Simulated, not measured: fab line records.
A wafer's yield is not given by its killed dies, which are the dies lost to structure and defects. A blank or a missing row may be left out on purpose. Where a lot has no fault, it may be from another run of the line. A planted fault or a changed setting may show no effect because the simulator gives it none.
fab line records    flow sky130
record lots=7  wafers=21  lastDay=50
route steps=708 shown METAL3@561 VIA3@573 PAD_OPEN@708
lots that met no fault: from a run of the same line without faults
startH: the number of hours between the record's first day and the start of the first shown wafer of the lot    waitH: hours since the lot's step before    " same as the row above    L1.1+2: several wafers, shown together as one row    - no value, or no start given    * or withheld: withheld    < > ~ a bound
route shown NAME@n: NAME is a module with steps in the file, n the number in the route of the first one    usual: mean/standard deviation taken from wafers without a fault    same: alike in all rows    chamber/n: place in a boat    sites: readings site by site    _std_site: how widely they spread, as a standard deviation    _edge_site: outer sites' mean less inner sites'    radiusMm: for every site, how far away it sits from the centre of the wafer    mask NAME#n: copy n    behind: tool/chamber where the wafer was last shaped    hold: the reason the lot was held/the length of the hold in hours/how it ended    device: whichever transistor did not switch (one of n, p or np)    end of line: at the end of the route, the tests of the same wafers    where a step has no rows: the recipe by itself    killed: dies lost to structure and defects at the first sort, not the wafer's yield    map: the dies of a wafer, with x for killed, . for not killed, _ for no die there
set.NAME: the setting the step ran with; set.NAME@STEP: the setting that earlier step ran with    model.NAME: the simulator's own value behind a step, which no gauge read
certain route steps with their lots: each step a table, each wafer a row
services: from which hour (startH, from the record's first day; less than 0 if before it) a tool's chamber was out of use, for how many hours, and why
## steps
# step SKY_METAL3_PEB_11
# recipe pebTempC=withheld  pebTimeS=withheld  resist=KrF-thick
# step SKY_METAL3_DEVELOP_12
# recipe developTimeS=60  resist=KrF-thick  devTempC=21
# step SKY_METAL3_CD_MEAS_13
# recipe targetCdNm=300
# usual cdNm=299.6/1.5
lot.wafer  tool      chamber  startH   waitH  cdNm
L857.3     cdSem-01  -        946.59   -      298.9
L857.4     "         -        "        "      299.4
L857.5     "         -        "        "      296.9
L860.3     cdSem-02  -        955.44   -      299.1
L860.4     "         -        "        "      298.7
L860.6     "         -        "        "      299.2
L862.1     cdSem-02  -        971.65   -      301.5
L862.3     "         -        "        "      303.5
L862.5     "         -        "        "      301.6
L865.2     cdSem-02  -        987.22   -      299.8
L865.3     "         -        "        "      298.2
L865.6     "         -        "        "      299.4
L871.2     cdSem-01  -        1038.77  -      299.6
L871.3     "         -        "        "      299.1
L871.6     "         -        "        "      298.3
L875.2     cdSem-01  -        1056.47  -      298.5
L875.3     "         -        "        "      299.1
L875.6     "         -        "        "      298.4
L874.1     cdSem-02  -        1057.02  -      300.3
L874.3     "         -        "        "      300.5
L874.4     "         -        "        "      300.0
# step SKY_METAL3_OVL_MEAS_14
# usual METAL3_OVL=-4/5.4
lot.wafer  tool        chamber  startH   waitH  METAL3_OVL[nm]
L857.3     overlay-01  -        946.68   0.1    2
L857.4     "           -        "        "      -1
L857.5     "           -        "        "      -2
L860.3     overlay-02  -        955.53   0.1    -4
L860.4     "           -        "        "      -5
L860.6     "           -        "        "      1
L862.1     overlay-02  -        971.77   0.1    1
L862.3     "           -        "        "      -6
L862.5     "           -        "        "      -1
L865.2     overlay-02  -        987.33   0.1    -6
L865.3     "           -        "        "      -8
L865.6     "           -        "        "      -7
L871.2     overlay-02  -        1038.88  0.1    -4
L871.3     "           -        "        "      -8
L871.6     "           -        "        "      4
L875.2     overlay-01  -        1056.58  0.1    -2
L875.3     "           -        "        "      -2
L875.6     "           -        "        "      0
L874.1     overlay-02  -        1057.14  0.1    -7
L874.3     "           -        "        "      -10
L874.4     "           -        "        "      -5
# step SKY_METAL3_DESCUM_15
# recipe chemistry=O2  sourcePowerW=150  biasPowerW=0  pressureMtorr=10  tempC=40  timeS=8
# usual drypumpMotorCurrentA=5.7/0.53  oesProductAu=0.992/0.0088
lot.wafer  tool         chamber  startH   waitH  drypumpMotorCurrentA  oesProductAu  rfHoursCounterH
L857.3     rieMetal-02  0        946.72   0.0    5.6                   0.998         -
L857.4     "            1        "        "      5.2                   1.005         -
L857.5     "            1        "        "      5.2                   1.001         -
L860.3     rieMetal-02  1        955.57   0.0    5.2                   1.007         -
L860.4     "            0        "        "      5.6                   0.990         -
L860.6     "            0        "        "      5.6                   0.989         -
L862.1     rieMetal-04  1        971.81   0.0    6.1                   0.982         16
L862.3     "            0        "        "      5.0                   0.982         -
L862.5     "            1        "        "      6.1                   0.984         -
L865.2     rieMetal-01  0        987.36   0.0    6.3                   1.011         7
L865.3     "            0        "        "      6.3                   1.000         -
L865.6     "            1        "        "      6.5                   0.994         -
L871.2     rieMetal-02  0        1038.91  0.0    5.6                   0.996         21
L871.3     "            1        "        "      5.2                   0.998         -
L871.6     "            1        "        "      5.2                   1.013         -
L875.2     rieMetal-02  1        1056.61  0.0    5.2                   1.011         21
L875.3     "            0        "        "      5.6                   1.001         -
L875.6     "            1        "        "      5.2                   1.009         -
L874.1     rieMetal-02  0        1057.18  0.0    5.6                   0.981         22
L874.3     "            0        "        "      5.6                   0.974         -
L874.4     "            1        "        "      5.2                   1.003         -
# step SKY_METAL3_ETCH_16
# recipe chemistry=N2/H2  target=BARC  ionEnergyEv=200  biasW=100  pressureMtorr=30  n2FlowSccm=100  h2FlowSccm=200  icpW=500  stopOn=SiO2  timeS=88.2  targetDepthA=600
# usual drypumpMotorCurrentA=5.7/0.53  oesProductAu=0.625/0.0049  throttleValvePct=13.206/0.0087
lot.wafer  tool         chamber  startH   waitH  drypumpMotorCurrentA  oesProductAu  rfHoursCounterH  throttleValvePct
L857.3     rieMetal-02  0        946.77   0.0    5.6                   0.612         -                13.217
L857.4     "            1        "        "      5.2                   0.628         -                13.196
L857.5     "            1        "        "      5.2                   0.628         -                13.189
L860.3     rieMetal-02  1        955.62   0.0    5.2                   0.624         -                13.203
L860.4     "            0        "        "      5.6                   0.620         -                13.190
L860.6     "            0        "        "      5.6                   0.629         -                13.199
L862.1     rieMetal-04  1        971.84   0.0    6.1                   0.623         16               13.211
L862.3     "            0        "        "      5.0                   0.620         -                13.195
L862.5     "            1        "        "      6.1                   0.629         -                13.206
L865.2     rieMetal-01  0        987.39   0.0    6.3                   0.623         7                13.223
L865.3     "            0        "        "      6.3                   0.622         -                13.198
L865.6     "            1        "        "      6.5                   0.620         -                13.199
L871.2     rieMetal-02  0        1038.94  0.0    5.6                   0.627         21               13.197
L871.3     "            1        "        "      5.2                   0.624         -                13.195
L871.6     "            1        "        "      5.2                   0.628         -                13.205
L875.2     rieMetal-02  1        1056.64  0.0    5.2                   0.619         21               13.209
L875.3     "            0        "        "      5.6                   0.615         -                13.213
L875.6     "            1        "        "      5.2                   0.620         -                13.205
L874.1     rieMetal-02  0        1057.21  0.0    5.6                   0.638         22               13.200
L874.3     "            0        "        "      5.6                   0.632         -                13.202
L874.4     "            1        "        "      5.2                   0.621         -                13.206
# step SKY_METAL3_ETCH_17
# recipe target=SiO2  stopOn=TiN  chemistry=C4F8/O2/Ar  sourceW=1500  biasW=1200  pressureMtorr=40  c4f8FlowSccm=withheld  O2_flow_sccm=6  Ar_flow_sccm=300  timeS=3.9  targetDepthA=150
# usual oesProductAu=0.754/0.0066
lot.wafer  tool        chamber  startH   waitH  oesProductAu  rfHoursCounterH
L857.3     rieDiel-02  0        946.83   0.0    0.760         27
L857.4     "           1        "        "      0.754         19
L857.5     "           0        "        "      0.760         -
L860.3     rieDiel-02  3        955.68   0.0    0.750         25
L860.4     "           1        "        "      0.751         20
L860.6     "           3        "        "      0.763         -
L862.1     rieDiel-02  2        971.94   0.1    0.749         18
L862.3     "           3        "        "      0.746         25
L862.5     "           3        "        "      0.751         -
L865.2     rieDiel-02  2        987.49   0.1    0.754         19
L865.3     "           3        "        "      0.745         26
L865.6     "           3        "        "      0.761         -
L871.2     rieDiel-01  3        1039.04  0.1    0.748         26
L871.3     "           0        "        "      0.750         21
L871.6     "           1        "        "      0.755         -
L875.2     rieDiel-01  2        1056.74  0.1    0.755         17
L875.3     "           0        "        "      0.753         22
L875.6     "           0        "        "      0.756         -
L874.1     rieDiel-03  1        1057.31  0.1    0.744         14
L874.3     "           3        "        "      0.758         20
L874.4     "           2        "        "      0.759         11
# step SKY_METAL3_METAL_ETCH_18
# recipe targetDepthA=8450  stopOn=SiO2  overEtchFrac=0.3  timeS=183.1  chemistry=Cl2/BCl3  resistSidewallDeg=88  pressureMtorr=10  icpW=900  biasW=48.5  Cl2_flow_sccm=60  bcl3FlowSccm=30
# usual drypumpMotorCurrentA=5.9/0.55  oesProductAu=0.866/0.0067  throttleValvePct=22.266/0.0091
lot.wafer  tool         chamber  startH   waitH  drypumpMotorCurrentA  oesProductAu  rfHoursCounterH  throttleValvePct
L857.3     rieMetal-04  0        946.91   0.1    5.0                   0.867         -                22.274
L857.4     "            1        "        "      6.0                   0.874         -                22.254
L857.5     "            0        "        "      5.0                   0.866         -                22.264
L860.3     rieMetal-01  1        955.76   0.1    6.5                   0.858         -                22.275
L860.4     "            0        "        "      6.4                   0.875         -                22.286
L860.6     "            0        "        "      6.4                   0.865         -                22.257
L862.1     rieMetal-02  1        971.95   0.0    5.2                   0.866         17               22.264
L862.3     "            0        "        "      5.6                   0.875         -                22.264
L862.5     "            0        "        "      5.6                   0.864         -                22.254
L865.2     rieMetal-04  1        987.50   0.0    6.1                   0.862         17               22.263
L865.3     "            0        "        "      5.0                   0.879         -                22.259
L865.6     "            0        "        "      5.0                   0.864         -                22.278
L871.2     rieMetal-01  1        1039.05  0.0    6.5                   0.869         17               22.273
L871.3     "            1        "        "      6.5                   0.871         -                22.280
L871.6     "            1        "        "      6.5                   0.872         -                22.275
L875.2     rieMetal-01  1        1056.75  0.0    6.5                   0.866         18               22.275
L875.3     "            1        "        "      6.5                   0.870         -                22.251
L875.6     "            1        "        "      6.5                   0.867         -                22.266
L874.1     rieMetal-01  1        1057.33  0.0    6.5                   0.873         18               22.262
L874.3     "            0        "        "      6.3                   0.865         -                22.257
L874.4     "            1        "        "      6.5                   0.871         -                22.272
# step SKY_METAL3_STRIP_19
# recipe chemistry=O2/N2  powerW=1400  pressureMtorr=1500  platenTempC=withheld  o2FlowSccm=3000  n2FlowSccm=300  overashFraction=0.5
# usual drypumpMotorCurrentA=5.3/0.42  oesProductAu=0.506/0.0058  stripTimeToEndpointS=6.61/0.077
lot.wafer  tool            chamber  startH   waitH  drypumpMotorCurrentA  oesProductAu  rfHoursCounterH  stripTimeToEndpointS
L857.3     plasmaAsher-01  0        947.06   0.1    5.7                   0.501         -                6.58
L857.4     "               1        "        "      5.0                   0.501         -                6.56
L857.5     "               1        "        "      5.0                   0.504         -                6.63
L860.3     plasmaAsher-04  1        955.91   0.1    5.8                   0.509         -                6.68
L860.4     "               0        "        "      4.7                   0.516         -                6.59
L860.6     "               0        "        "      4.7                   0.515         -                6.62
L862.1     plasmaAsher-04  1        972.13   0.1    5.8                   0.501         53               6.50
L862.3     "               0        "        "      4.7                   0.507         -                6.59
L862.5     "               1        "        "      5.8                   0.499         -                6.62
L865.2     plasmaAsher-01  0        987.68   0.1    5.7                   0.505         123              6.66
L865.3     "               0        "        "      5.7                   0.513         -                6.79
L865.6     "               0        "        "      5.7                   0.510         -                6.73
L871.2     plasmaAsher-03  0        1039.29  0.2    5.4                   0.519         29               6.80
L871.3     "               0        "        "      5.4                   0.518         -                6.76
L871.6     "               1        "        "      5.4                   0.506         -                6.81
L875.2     plasmaAsher-04  0        1056.93  0.1    4.7                   0.509         62               6.58
L875.3     "               0        "        "      4.7                   0.506         -                6.67
L875.6     "               0        "        "      4.7                   0.503         -                6.64
L874.1     plasmaAsher-04  1        1057.56  0.2    5.8                   0.506         62               6.66
L874.3     "               1        "        "      5.8                   0.507         -                6.56
L874.4     "               0        "        "      4.7                   0.504         -                6.72
# step SKY_METAL3_STRIP_20
# recipe chemistry=postEtchResidueRemover  timeS=1200  tempC=72.5
# step SKY_METAL3_CLEAN_21
# recipe chemistry=IPA  timeS=180  tempC=25
# step SKY_METAL3_CLEAN_22
# recipe chemistry=O3/DIW  dry=n2Spin
# step SKY_VIA3_HDPCVD_00
# recipe material=SiO2  targetThkNm=1635  sigmaOpenFrac=0.3  timeS=272.5  tempC=400  sih4FlowSccm=60  pressureMtorr=6
# usual sih4FlowSccm=59.98/0.19
lot.wafer  tool       chamber  startH   waitH  sih4FlowSccm  model.SiO2_of_VIA3_HDPCVD_00.thkNm
L857.3     hdpcvd-01  2        947.62   0.0    59.90         1663
L857.4     "          1        "        "      60.17         1640
L857.5     "          2        "        "      60.20         1684
L860.3     hdpcvd-01  1        956.47   0.0    48.07         1322
L860.4     "          2        "        "      47.71         1344
L860.6     "          1        "        "      47.98         1330
L862.1     hdpcvd-01  1        972.72   0.0    47.97         1309
L862.3     "          0        "        "      47.87         1311
L862.5     "          1        "        "      47.86         1324
L865.2     hdpcvd-01  0        988.28   0.0    47.83         1323
L865.3     "          2        "        "      48.13         1349
L865.6     "          2        "        "      47.82         1328
L871.2     hdpcvd-02  1        1039.88  0.0    59.95         1624
L871.3     "          0        "        "      60.29         1634
L871.6     "          0        "        "      60.05         1644
L875.2     hdpcvd-01  1        1057.52  0.0    59.77         1650
L875.3     "          2        "        "      59.38         1671
L875.6     "          0        "        "      59.90         1651
L874.1     hdpcvd-01  0        1058.15  0.0    59.98         1629
L874.3     "          1        "        "      60.04         1629
L874.4     "          2        "        "      60.07         1663
# step SKY_VIA3_THK_MEAS_01
# recipe reads=SiO2_of_VIA3_HDPCVD_00
# usual VIA3_HDPCVD_THK=1643/17
lot.wafer  tool          chamber  startH   waitH  VIA3_HDPCVD_THK[nm]
L857.3     filmMetro-04  -        947.81   0.1    1664
L857.4     "             -        "        "      1640
L857.5     "             -        "        "      1685
L860.3     filmMetro-01  -        956.66   0.1    1322
L860.4     "             -        "        "      1344
L860.6     "             -        "        "      1330
L862.1     filmMetro-04  -        972.89   0.1    1308
L862.3     "             -        "        "      1312
L862.5     "             -        "        "      1323
L865.2     filmMetro-04  -        988.46   0.1    1324
L865.3     "             -        "        "      1350
L865.6     "             -        "        "      1327
L871.2     filmMetro-02  -        1040.06  0.1    1624
L871.3     "             -        "        "      1634
L871.6     "             -        "        "      1644
L875.2     filmMetro-02  -        1057.70  0.1    1650
L875.3     "             -        "        "      1670
L875.6     "             -        "        "      1651
L874.1     filmMetro-02  -        1058.32  0.1    1629
L874.3     "             -        "        "      1626
L874.4     "             -        "        "      1664
# step SKY_VIA3_CMP_02
# recipe material=SiO2  downForcePsi=4  platenRpm=60  padVelocityMS=0.94248
# step SKY_PAD_OPEN_PROBE_99
# usual defectLimitedYield=82.3/1.9  killed_at_M0_to_M3=44/6.9  killed_at_M4_up=3.0/1.5  killedAtContacts=24/5.2  killedAtFrontEnd=15/4.1  killedAtOther=0.4/0.62  killedDies=87/9.6  killedOpen=47/7  killedShort=40/6.2  sort_bin_3_pad_short=0.9/0.43  sort_bin_5_function=10.5/1.4  sort_bin_6_memory=6.4/1.2  sortNPass=405/9.6  sortYieldPct=82.3/1.9
# same grossDies=492  killedAtBackSide=0  sort_bin_4_leakage[%]=0  sort_bin_8_speed[%]=0
lot.wafer  tool       chamber  startH   waitH  defectLimitedYield[%]  killed_at_M0_to_M3  killed_at_M4_up  killedAtContacts  killedAtFrontEnd  killedAtOther  killedDies  killedOpen  killedShort  sort_bin_3_pad_short[%]  sort_bin_5_function[%]  sort_bin_6_memory[%]  sortNPass  sortYieldPct[%]
L857.3     prober-02  -        1111.24  0.2    81.7                   58                  3                18                11                0              90          36          54           0.6                      11.8                    5.9                   402        81.7
L857.4     prober-02  -        1111.29  0.2    85.4                   42                  2                17                11                0              72          36          36           0.6                      8.1                     5.9                   420        85.4
L857.5     prober-02  -        1111.34  0.2    81.7                   46                  2                22                19                1              90          52          37           1.0                      9.6                     7.7                   402        81.7
L860.3     prober-01  -        1118.76  0.2    80.5                   51                  2                23                20                0              96          53          43           1.4                      12.0                    6.1                   396        80.5
L860.4     prober-01  -        1118.81  0.2    81.5                   48                  3                25                13                2              91          47          43           1.4                      11.2                    5.9                   401        81.5
L860.6     prober-01  -        1118.91  0.2    83.3                   41                  2                26                13                0              82          46          36           0.8                      9.6                     6.3                   410        83.3
L862.1     prober-01  -        1133.11  0.1    82.3                   45                  0                22                20                0              87          44          43           1.4                      8.7                     7.5                   405        82.3
L862.3     prober-01  -        1133.21  0.2    79.5                   49                  2                34                16                0              101         50          51           0.6                      11.8                    8.1                   391        79.5
L862.5     prober-01  -        1133.31  0.2    80.1                   45                  4                30                19                0              98          51          47           0.8                      12.8                    6.3                   394        80.1
L865.2     prober-02  -        1144.77  0.1    79.1                   47                  1                42                12                1              103         61          42           1.2                      12.4                    7.3                   389        79.1
L865.3     prober-02  -        1144.82  0.2    81.5                   46                  2                25                18                0              91          45          45           1.0                      12.8                    4.7                   401        81.5
L865.6     prober-02  -        1144.97  0.2    84.3                   41                  3                19                13                1              77          47          30           0.8                      8.5                     6.3                   415        84.3
L871.2     prober-01  -        1182.50  0.1    85.8                   35                  1                19                15                0              70          37          33           0.4                      8.5                     5.3                   422        85.8
L871.3     prober-01  -        1182.55  0.2    81.3                   49                  2                27                14                0              92          44          48           1.2                      11.4                    6.1                   400        81.3
L871.6     prober-01  -        1182.70  0.2    80.1                   53                  2                26                17                0              98          55          42           0.6                      12.2                    7.1                   394        80.1
L875.2     prober-01  -        1196.19  0.1    80.9                   57                  2                22                13                0              94          53          40           0.8                      12.2                    6.1                   398        80.9
L875.3     prober-01  -        1196.24  0.2    82.3                   43                  0                33                10                1              87          50          36           0.6                      11.8                    5.3                   405        82.3
L875.6     prober-01  -        1196.39  0.2    84.6                   42                  1                23                10                0              76          45          31           1.4                      8.5                     5.5                   416        84.6
L874.1     prober-02  -        1196.99  0.1    82.3                   46                  1                24                15                1              87          51          35           1.2                      10.2                    6.3                   405        82.3
L874.3     prober-02  -        1197.09  0.2    83.1                   41                  2                22                18                0              83          43          40           1.6                      10.8                    4.5                   409        83.1
L874.4     prober-02  -        1197.14  0.2    83.7                   31                  5                18                25                1              80          45          35           0.6                      10.6                    5.1                   412        83.7
# killed by level:class
L857.3 METAL1:geometricParticle:short=11 VIA3:geometricParticle:open=11 VIA1:geometricParticle:open=7 VIA1:geometricParticle:short=6 VIA2:geometricParticle:open=6 VIA3:geometricParticle:short=6 FIELD_ISO:geometricParticle:short=5 LI_CONTACT:geometricParticle:open=5
L857.4 CONTACT:geometricParticle:open=10 VIA1:geometricParticle:open=9 VIA1:geometricParticle:short=8 VIA3:geometricParticle:open=6 VIA3:geometricParticle:short=5 METAL1:geometricParticle:short=4 METAL2:geometricParticle:short=4 CONTACT:geometricParticle:short=3
L857.5 VIA1:geometricParticle:open=12 LI_CONTACT:geometricParticle:open=9 VIA3:geometricParticle:open=8 POLY_GATE:geometricParticle:short=5 CONTACT:geometricParticle:open=5 VIA2:geometricParticle:open=5 FIELD_ISO:geometricParticle:short=4 METAL3:geometricParticle:short=4
L860.3 METAL2:geometricParticle:short=11 VIA1:geometricParticle:open=9 VIA3:geometricParticle:open=9 CONTACT:geometricParticle:open=8 LI_CONTACT:geometricParticle:open=7 VIA2:geometricParticle:open=6 FIELD_ISO:geometricParticle:open=5 POLY_GATE:geometricParticle:short=5
L860.4 CONTACT:geometricParticle:open=14 VIA1:geometricParticle:open=11 METAL2:geometricParticle:short=7 METAL1:geometricParticle:short=7 VIA1:geometricParticle:short=6 CONTACT:geometricParticle:short=5 METAL3:geometricParticle:short=4 VIA2:geometricParticle:open=4
L860.6 CONTACT:geometricParticle:open=9 VIA3:geometricParticle:open=9 VIA1:geometricParticle:open=8 VIA1:geometricParticle:short=7 FIELD_ISO:geometricParticle:open=6 LI_CONTACT:geometricParticle:open=6 METAL2:geometricParticle:short=6 CONTACT:geometricParticle:short=5
L862.1 VIA1:geometricParticle:open=10 METAL2:geometricParticle:short=9 LI_CONTACT:geometricParticle:open=7 CONTACT:geometricParticle:open=7 SPACER:geometricParticle:short=6 FIELD_ISO:geometricParticle:short=5 VIA2:geometricParticle:open=4 VIA3:geometricParticle:short=4
L862.3 CONTACT:geometricParticle:open=12 VIA1:geometricParticle:open=8 METAL2:geometricParticle:short=7 LI_CONTACT:geometricParticle:open=7 LI_CONTACT:geometricParticle:short=6 METAL1:geometricParticle:short=6 VIA2:geometricParticle:open=6 FIELD_ISO:geometricParticle:short=5
L862.5 VIA2:geometricParticle:open=12 CONTACT:geometricParticle:open=7 VIA3:geometricParticle:open=7 METAL1:geometricParticle:short=6 POLY_GATE:geometricParticle:open=6 LI_CONTACT:geometricParticle:open=6 LOCAL_INTERCONNECT:geometricParticle:short=6 CONTACT:geometricParticle:short=6
L865.2 CONTACT:geometricParticle:open=17 VIA1:geometricParticle:open=14 LI_CONTACT:geometricParticle:open=12 CONTACT:geometricParticle:short=8 VIA1:geometricParticle:short=8 METAL2:geometricParticle:short=7 VIA3:geometricParticle:open=7 FIELD_ISO:geometricParticle:short=4
L865.3 VIA1:geometricParticle:open=11 CONTACT:geometricParticle:short=8 METAL2:geometricParticle:short=7 METAL1:geometricParticle:short=7 LI_CONTACT:geometricParticle:open=6 VIA3:geometricParticle:open=6 CONTACT:geometricParticle:open=5 FIELD_ISO:geometricParticle:open=4
L865.6 VIA1:geometricParticle:open=12 CONTACT:geometricParticle:open=9 VIA2:geometricParticle:open=6 VIA3:geometricParticle:open=6 FIELD_ISO:geometricParticle:open=4 CONTACT:geometricParticle:short=4 METAL1:geometricParticle:short=4 VIA2:geometricParticle:short=4
L871.2 LI_CONTACT:geometricParticle:open=7 CONTACT:geometricParticle:open=6 VIA1:geometricParticle:open=6 VIA2:geometricParticle:open=6 FIELD_ISO:geometricParticle:short=4 VIA3:geometricParticle:short=3 POLY_GATE:geometricParticle:short=3 SPACER:geometricParticle:open=3
L871.3 LI_CONTACT:geometricParticle:open=9 METAL2:geometricParticle:short=8 METAL1:geometricParticle:short=7 CONTACT:geometricParticle:open=6 VIA1:geometricParticle:open=6 VIA3:geometricParticle:open=6 POLY_GATE:geometricParticle:open=5 VIA2:geometricParticle:short=5
L871.6 VIA1:geometricParticle:open=10 LI_CONTACT:geometricParticle:open=10 VIA2:geometricParticle:open=9 FIELD_ISO:geometricParticle:short=8 CONTACT:geometricParticle:open=6 VIA1:geometricParticle:short=6 VIA3:geometricParticle:open=6 METAL1:geometricParticle:short=5
L875.2 VIA1:geometricParticle:open=17 VIA3:geometricParticle:open=9 CONTACT:geometricParticle:open=8 METAL1:geometricParticle:short=8 VIA2:geometricParticle:open=7 VIA2:geometricParticle:short=6 METAL2:geometricParticle:short=5 LI_CONTACT:geometricParticle:open=5
L875.3 VIA1:geometricParticle:open=12 CONTACT:geometricParticle:open=10 LI_CONTACT:geometricParticle:open=6 VIA3:geometricParticle:open=6 LOCAL_INTERCONNECT:geometricParticle:short=6 CONTACT:geometricParticle:short=5 LI_CONTACT:geometricParticle:short=4 METAL3:geometricParticle:short=4
L875.6 VIA1:geometricParticle:open=9 LI_CONTACT:geometricParticle:open=7 CONTACT:geometricParticle:open=7 VIA2:geometricParticle:open=6 VIA3:geometricParticle:open=6 METAL1:geometricParticle:short=5 METAL3:geometricParticle:short=5 CONTACT:geometricParticle:short=4
L874.1 CONTACT:geometricParticle:open=10 VIA1:geometricParticle:open=9 VIA3:geometricParticle:open=9 METAL2:geometricParticle:short=7 CONTACT:geometricParticle:short=6 VIA2:geometricParticle:open=6 FIELD_ISO:geometricParticle:open=5 METAL1:geometricParticle:short=4
L874.3 VIA1:geometricParticle:open=8 LI_CONTACT:geometricParticle:open=7 FIELD_ISO:geometricParticle:short=6 CONTACT:geometricParticle:open=6 VIA2:geometricParticle:open=6 CONTACT:geometricParticle:short=4 VIA3:geometricParticle:open=4 METAL1:geometricParticle:short=4
L874.4 VIA1:geometricParticle:open=10 VIA3:geometricParticle:open=8 POLY_GATE:geometricParticle:open=7 FIELD_ISO:geometricParticle:short=6 POLY_GATE:geometricParticle:short=5 LI_CONTACT:geometricParticle:open=5 CONTACT:geometricParticle:open=5 METAL4:geometricParticle:short=5
## services
tool            chamber  startH   hours  kind
rieDiel-01      -        931.00   1.1    repair
hdpcvd-01       -        938.66   2.8    pm
hdpcvd-02       -        950.25   15.0   pm
rieMetal-01     -        959.68   2.8    pm
hdpcvd-01       -        965.25   5.5    pm
rieMetal-02     -        986.70   15.6   pm
rieDiel-02      2        988.02   15.7   repair
rieMetal-02     -        1002.30  1.4    pm
plasmaAsher-01  -        1005.56  1.4    repair
rieDiel-03      0        1008.05  2.7    repair
rieMetal-01     -        1011.82  1.4    pm
plasmaAsher-01  -        1024.45  2.9    repair
hdpcvd-02       0        1027.93  4.4    repair
rieDiel-03      0        1031.95  13.6   repair
rieDiel-02      2        1037.12  14.6   repair
hdpcvd-01       1        1041.49  6.0    repair
plasmaAsher-03  -        1042.91  0.7    repair
rieDiel-02      -        1049.09  0.3    repair
rieDiel-02      0        1051.67  -      clean
rieDiel-02      0        1051.67  19.8   scheduledDown
rieDiel-03      1        1053.88  2.4    repair
plasmaAsher-01  -        1055.25  9.0    pm
rieMetal-04     -        1056.90  14.6   pm
plasmaAsher-03  -        1056.92  5.1    repair
## key
firstSign step=SKY_VIA3_HDPCVD_00  reading=sih4FlowSccm  direction=down  sigmas=64  usual=59.98  struck=47.91
effect step=SKY_VIA3_THK_MEAS_01  reading=VIA3_HDPCVD_THK  direction=down  sigmas=19  usual=1643  struck=1327
modelEffect step=SKY_VIA3_HDPCVD_00  value=SiO2_of_VIA3_HDPCVD_00.thkNm  without=1654  struck=1327
metAt SKY_VIA3_HDPCVD_00
struckWafers L860.3,L860.4,L860.6,L862.1,L862.3,L862.5,L865.2,L865.3,L865.6
onsetBetween 947.62 956.47
fault kind=processParameterDrift  tool=hdpcvd-01  chamber=-  onsetH=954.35  steps=SKY_VIA3_HDPCVD_00  channel=sih4FlowSccm  offset=-12  shape=step  endH=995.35  actsIn=theseRecipesOnly  stated=60
